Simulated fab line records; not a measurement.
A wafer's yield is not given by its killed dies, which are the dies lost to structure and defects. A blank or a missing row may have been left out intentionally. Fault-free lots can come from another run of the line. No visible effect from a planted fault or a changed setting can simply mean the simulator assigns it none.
Matching of chambers	flow gf180mcu	4 sister chambers for GF_CONTACT_CMP_27 on cmp-02
The step polishes, stops on SiO2, t overpolish 15 s, target thk 0 nm. 14 wafers are shown with their chamber, then 7 later ones without.

EACH WAFER AND ITS CHAMBER
wafer	chamber	motor_current_A (A)	platen_rpm (rpm)	time_to_endpoint_s (s)
L404.2	0	10.0	60.01	73
L404.3	2	10.2	60.00	75
L404.5	2	10.3	59.94	76
L405.2	0	9.9	60.03	75
L405.4	1	11.1	60.02	77
L405.5	3	10.4	59.90	74
L407.1	2	10.6	59.99	80
L407.4	3	10.4	60.02	75
L407.6	0	10.1	60.00	78
L420.2	3	10.5	60.00	74
L420.3	0	10.3	60.01	69
L420.4	1	11.5	60.02	73
L422.2	3	10.5	59.99	69
L422.3	2	10.4	59.95	72

SIGNATURES (averages over the wafers above)
reading	chamber 0	chamber 1	chamber 2	chamber 3	scatter within a chamber
motor_current_A	10.075	11.300	10.375	10.450	0.163
platen_rpm	60.0125	60.0200	59.9700	59.9775	0.034
time_to_endpoint_s	73.75	75.00	75.75	73.00	3.25
Rule: for a wafer and a chamber, the distance is found by dividing, reading by reading, the gap between the wafer's reading and the chamber's mean by the reading's scatter, squaring, summing and taking the root. If the next closest chamber is less than 2 further off than the closest, the wafer can't be placed; otherwise it belongs to the closest. The scatter is the square root of a quotient: the sum, over the shown wafers, of each reading's squared deviation from its chamber's mean, divided by wafers minus chambers.

WAFERS MISSING THEIR CHAMBER
wafer	motor_current_A (A)	platen_rpm (rpm)	time_to_endpoint_s (s)
L422.5	11.1	60.00	69
L424.2	10.3	60.01	68
L424.5	9.9	59.99	70
L424.6	11.4	59.93	70
L426.3	10.2	59.98	68
L426.4	11.1	60.03	70
L426.5	10.7	60.02	70

EACH ONE'S CHAMBER
wafer	from the rows above	in truth
L422.5	can't be placed: 1 or 3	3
L424.2	can't be placed: 3 or 0 or 2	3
L424.5	can't be placed: 0 or 2 or 3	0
L424.6	1	1
L426.3	can't be placed: 0 or 3 or 2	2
L426.4	1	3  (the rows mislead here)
L426.5	can't be placed: 3 or 2 or 1 or 0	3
Correctly placed: 1 of 7. These rows do not allow placing 5 (true chamber among the candidates in 5). Placed wrongly: 1.
